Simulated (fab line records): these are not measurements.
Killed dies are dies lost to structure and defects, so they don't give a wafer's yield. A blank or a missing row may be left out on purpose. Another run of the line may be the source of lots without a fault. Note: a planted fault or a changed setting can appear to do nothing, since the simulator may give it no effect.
Matching of chambers | flow sfq_line | 4 sister chambers for SFQ_TRILAYER_I4_CMP_CMP_100 on cmp-02
The step polishes SiO2. 4 wafers are shown with their chamber, then 11 later ones without.

## WAFERS WITH THEIR CHAMBER
wafer  | chamber | motor_current_A (A)
L921.4 | 3       | 10.4
L922.2 | 1       | 10.9
L922.6 | 2       | 11.3
L925.2 | 0       | 10.7

## WAFERS WITH NO CHAMBER GIVEN
wafer  | motor_current_A (A)
L925.1 | 11.1
L925.6 | 11.0
L927.4 | 11.4
L927.2 | 10.9
L927.6 | 10.1
L928.2 | 10.8
L928.3 | 10.6
L928.1 | 11.5
L929.3 | 12.1
L929.4 | 10.0
L929.6 | 10.8

## EACH ONE'S CHAMBER
wafer  | from the rows above               | in truth
L925.1 | can't be placed: 1 or 2 or 0 or 3 | 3
L925.6 | can't be placed: 1 or 0 or 2 or 3 | 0
L927.4 | can't be placed: 2 or 1 or 0      | 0
L927.2 | can't be placed: 1 or 0 or 2 or 3 | 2
L927.6 | can't be placed: 3 or 0 or 1      | 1
L928.2 | can't be placed: 1 or 0 or 3 or 2 | 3
L928.3 | can't be placed: 0 or 3 or 1 or 2 | 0
L928.1 | can't be placed: 2 or 1 or 0      | 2
L929.3 | can't be placed: 2 or 1 or 0      | 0
L929.4 | can't be placed: 3 or 0 or 1      | 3
L929.6 | can't be placed: 1 or 0 or 3 or 2 | 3
0 of 11 placed correctly. Not placeable from these rows: 11 (in 11, the candidates include the true chamber). Number placed wrongly: 0.
How it was worked out, from the rows above alone: a wafer's distance from a chamber is the root of the sum, over the readings, of the square of ((its reading less the chamber's mean) divided by the reading's scatter). The wafer belongs to the nearest chamber; if the next one is less than 2 further off, it can't be placed. For every chamber, the mean is computed from those of its wafers that are shown. The scatter: root of mean squared gap, hidden wafer to nearest shown wafer, with one shown wafer a chamber.
